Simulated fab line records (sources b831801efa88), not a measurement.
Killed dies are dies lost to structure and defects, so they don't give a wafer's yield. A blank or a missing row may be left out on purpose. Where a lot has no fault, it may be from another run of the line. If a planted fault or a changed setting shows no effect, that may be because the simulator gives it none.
Which of the tools did it?    flow sky130    at 1 step of a route of 708, 12 lots with 36 wafers sampled

WHAT EACH GAUGE READ, for each wafer
SKY_METAL3_OVL_MEAS_14.
lot   measured      on          METAL3_OVL (nm)
L737  day 38 07:14  overlay-01  6 4 5
L738  day 38 13:01  overlay-02  5 10 2
L739  day 38 22:38  overlay-01  9 7 3
L744  day 40 17:14  overlay-01  9 0 7
L745  day 41 11:35  overlay-02  1 8 10
L747  day 42 02:14  overlay-01  11 2 1
L746  day 42 04:02  overlay-02  4 6 9
L750  day 42 11:38  overlay-02  5 7 13
L756  day 44 03:08  overlay-02  0 5 -1
L758  day 44 11:20  overlay-01  -1 -6 -2
L759  day 44 19:01  overlay-01  5 4 5
L760  day 45 01:56  overlay-01  4 10 -1

WHICH TOOL RAN EACH LOT (tool, then ch and the chambers of the sampled wafers, then the start)
The record shows no process step preceding these readings.

AS READ BY THE TOOLS THEMSELVES (means over the sampled wafers that have a number; for cases with no such wafer, the mark the record gives instead)
The record holds no such reading with a usual standard deviation.

THE ANSWER, worked out from the rows above alone
Rule: usual is defined by the lots themselves. Put in order of their means at a reading, lots are off if they are a third of the lots or fewer, leave a main group of 4 or more, and stand apart from it by a gap of 3 or more times the standard deviation of the main group's means; of several such gaps the widest counts. The tables above print the reading to a certain number of digits; a main group whose means all agree to those digits is not used. Also off: a lot with no number at a reading for which 4 or more lots have one. Any other lot the step has rows for is counted as sound. After the gauges, taken in route order, come the tools' own readings; for these a lot's mean is taken, as printed above. At the first step where some lot is off, the reading lying furthest off is the one used; lots without a number count as furthest.
No lot is off at any reading shown: from this, nothing can be told.

WHAT THE SIMULATOR HAD INSERTED
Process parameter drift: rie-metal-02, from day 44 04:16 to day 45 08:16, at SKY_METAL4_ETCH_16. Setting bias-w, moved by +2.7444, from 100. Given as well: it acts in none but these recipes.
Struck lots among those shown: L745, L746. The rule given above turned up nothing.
